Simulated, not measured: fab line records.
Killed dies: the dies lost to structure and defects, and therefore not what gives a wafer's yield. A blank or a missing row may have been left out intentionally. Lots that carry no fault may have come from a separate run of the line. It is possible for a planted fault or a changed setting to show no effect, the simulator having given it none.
2 desks looking at one fault || flow gf180mcu || only its own numbers are on each desk; what lay behind them is given at the end

== AT THE TOOL OWNER'S DESK: implanter-04 ==
The tool's own readings at GF_HV_LDD_IMPLANT_36: means of the sampled wafers that have a number, for each lot that ran on this tool. The brackets show how far a lot's mean lies from the usual mean; more than 4 standard deviations puts the lot out of limits, marked OUT.
Columns: A = tilt_deg at GF_HV_LDD_IMPLANT_36, usual 30.006 degrees
{"lot": "L567", "first seen here": "day 14 19:04", "A": 30.044}
{"lot": "L568", "first seen here": "day 14 21:13", "A": 30.005}
{"lot": "L570", "first seen here": "day 15 06:13", "A": 30.005}
{"lot": "L576", "first seen here": "day 17 06:37", "A": "23.261 (-99 or more) OUT"}
{"lot": "L578", "first seen here": "day 18 05:50", "A": "23.265 (-99 or more) OUT"}
Finding of this desk: L576, L578 out of limits; the first was L576 at day 17 06:37, on tilt_deg at GF_HV_LDD_IMPLANT_36. L567, L568, L570 stayed within limits.

== METROLOGY DESK ==
What the gauges read, lot by lot, whatever tool the lot ran on: means of the sampled wafers that have a number. The brackets show how far a lot's mean lies from the usual mean; more than 4 standard deviations puts the lot out of limits, marked OUT.
Columns: A = cd_nm at GF_HV_LDD_CD_MEAS_07, usual 401.0 nm; B = HV_LDD_RS at GF_HV_LDD_RS_MEAS_53, usual 417.6 ohm/sq; C = NSD_OVL at GF_NSD_OVL_MEAS_08, usual 0.5 nm
{"lot": "L560", "first seen here": "day 10 19:28", "A": 403.5, "B": 417.3, "C": 0.9}
{"lot": "L563", "first seen here": "day 11 16:11", "A": 403.3, "B": 418.5, "C": 1.5}
{"lot": "L566", "first seen here": "day 12 23:35", "A": 398.7, "B": 418.0, "C": 1.2}
{"lot": "L567", "first seen here": "day 12 23:53", "A": 400.4, "B": 418.0, "C": 3.7}
{"lot": "L568", "first seen here": "day 13 02:28", "A": 400.0, "B": 418.3, "C": 1.6}
{"lot": "L570", "first seen here": "day 13 10:37", "A": 400.4, "B": 417.6, "C": 1.5}
{"lot": "L571", "first seen here": "day 14 00:58", "A": 399.4, "B": 417.4, "C": -2.0}
{"lot": "L576", "first seen here": "day 15 08:19", "A": 400.7, "B": "-", "C": 0.1}
{"lot": "L578", "first seen here": "day 16 05:17", "A": 405.4, "B": "-", "C": -0.7}
{"lot": "L579", "first seen here": "day 16 14:28", "A": 403.1, "B": 416.7, "C": 0.4}
{"lot": "L580", "first seen here": "day 16 23:45", "A": 399.6, "B": 416.2, "C": -1.5}
{"lot": "L581", "first seen here": "day 17 04:45", "A": 399.1, "B": 417.1, "C": -1.3}
{"lot": "L582", "first seen here": "day 17 13:11", "A": 401.6, "B": 416.2, "C": -0.2}
This desk's finding: nothing out of limits on any of the 13 lots.

== ALL TOGETHER ==
The tool owner's desk had the chance to raise an alarm at day 17 06:37 on L576, L578.
The metrology desk saw nothing out of limits.
The metrology desk has L576, L578 on record, within its limits.
Of the lots named, all ran GF_HV_LDD_IMPLANT_36 on implanter-04.

== WHAT THE SIMULATOR HAD INSERTED ==
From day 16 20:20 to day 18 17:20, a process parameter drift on implanter-04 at GF_HV_LDD_IMPLANT_36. Setting tilt_deg, moved by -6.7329, from 30. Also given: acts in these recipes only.
Lots struck among those shown: L576, L578.
Each desk's first reading out of limits, in hours after the fault started: the tool owner's desk, 10.
